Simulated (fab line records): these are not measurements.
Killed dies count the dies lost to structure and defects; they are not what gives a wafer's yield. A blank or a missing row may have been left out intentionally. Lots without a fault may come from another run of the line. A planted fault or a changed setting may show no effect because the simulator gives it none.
The tool behind it: which one? || flow gf180mcu || 11 lots with 33 wafers sampled at 2 steps, on a route of 602 steps

== WHAT THE GAUGES READ, wafer by wafer ==
GF_MIM_RS_MEAS_10: uses a four-point probe to measure.
{"lot": "L541", "measured": "day 25 05:37", "on": "filmMetro-04", "MIM_ALCU_RS (ohm/sq)": "0.1603 0.1609 0.1602"}
{"lot": "L542", "measured": "day 25 20:17", "on": "filmMetro-01", "MIM_ALCU_RS (ohm/sq)": "0.1613 0.1598 0.1635"}
{"lot": "L546", "measured": "day 26 14:58", "on": "filmMetro-01", "MIM_ALCU_RS (ohm/sq)": "0.1611 0.1612 0.1605"}
{"lot": "L547", "measured": "day 27 03:17", "on": "filmMetro-04", "MIM_ALCU_RS (ohm/sq)": "0.1593 0.1584 0.1596"}
{"lot": "L549", "measured": "day 27 20:20", "on": "filmMetro-01", "MIM_ALCU_RS (ohm/sq)": "0.1630 0.1619 0.1620"}
{"lot": "L552", "measured": "day 28 07:20", "on": "filmMetro-01", "MIM_ALCU_RS (ohm/sq)": "0.1629 0.1645 0.1618"}
{"lot": "L553", "measured": "day 29 00:32", "on": "filmMetro-04", "MIM_ALCU_RS (ohm/sq)": "0.1609 0.1623 0.1596"}
{"lot": "L558", "measured": "day 29 23:49", "on": "filmMetro-02", "MIM_ALCU_RS (ohm/sq)": "0.1612 0.1572 0.1596"}
{"lot": "L559", "measured": "day 30 13:21", "on": "filmMetro-01", "MIM_ALCU_RS (ohm/sq)": "0.1589 0.1592 0.1601"}
{"lot": "L562", "measured": "day 30 23:07", "on": "filmMetro-02", "MIM_ALCU_RS (ohm/sq)": "0.1598 0.1597 0.1597"}
{"lot": "L563", "measured": "day 31 01:17", "on": "filmMetro-01", "MIM_ALCU_RS (ohm/sq)": "0.1594 0.1598 0.1599"}

== TOOL THAT RAN EACH LOT (tool first, then ch and the chambers of the sampled wafers, then the start) ==
{"lot": "L541", "GF_V4_CVD_02": "pecvd-01 ch 1,2, day 24 05:32"}
{"lot": "L542", "GF_V4_CVD_02": "pecvd-03 ch 0,1,2, day 24 19:59"}
{"lot": "L546", "GF_V4_CVD_02": "pecvd-01 ch 0,1, day 25 15:28"}
{"lot": "L547", "GF_V4_CVD_02": "pecvd-01 ch 1,2, day 26 05:34"}
{"lot": "L549", "GF_V4_CVD_02": "pecvd-02 ch 0,2, day 26 22:10"}
{"lot": "L552", "GF_V4_CVD_02": "pecvd-02 ch 0,1,2, day 27 09:36"}
{"lot": "L553", "GF_V4_CVD_02": "pecvd-02 ch 0,1,2, day 28 02:47"}
{"lot": "L558", "GF_V4_CVD_02": "pecvd-03 ch 0,1,2, day 29 02:38"}
{"lot": "L559", "GF_V4_CVD_02": "pecvd-02 ch 0,2, day 29 16:04"}
{"lot": "L562", "GF_V4_CVD_02": "pecvd-02 ch 0,1, day 30 03:10"}
{"lot": "L563", "GF_V4_CVD_02": "pecvd-02 ch 0,2, day 30 04:48"}
- GF_V4_CVD_02: deposits SiO2 from TEOS, target thk 850 nm, time 94.851 s.

== THE ANSWER, worked out from the rows above alone ==
Rule: what is usual is taken from the lots themselves. Put in order of their means at a reading, lots are off if they are a third of the lots or fewer, leave a main group of 4 or more, and stand apart from it by a gap of 3 or more times the standard deviation of the main group's means; of several such gaps the widest counts. If all means in a main group match to the digits the tables above print for the reading, that group is not used. A lot without any number at a reading at which 4 lots or more have one is off too. Any other lot the step has rows for is counted as sound.
Nothing can be told from this: no lot is off at any reading shown.

== WHAT HAD BEEN PUT IN BY THE SIMULATOR ==
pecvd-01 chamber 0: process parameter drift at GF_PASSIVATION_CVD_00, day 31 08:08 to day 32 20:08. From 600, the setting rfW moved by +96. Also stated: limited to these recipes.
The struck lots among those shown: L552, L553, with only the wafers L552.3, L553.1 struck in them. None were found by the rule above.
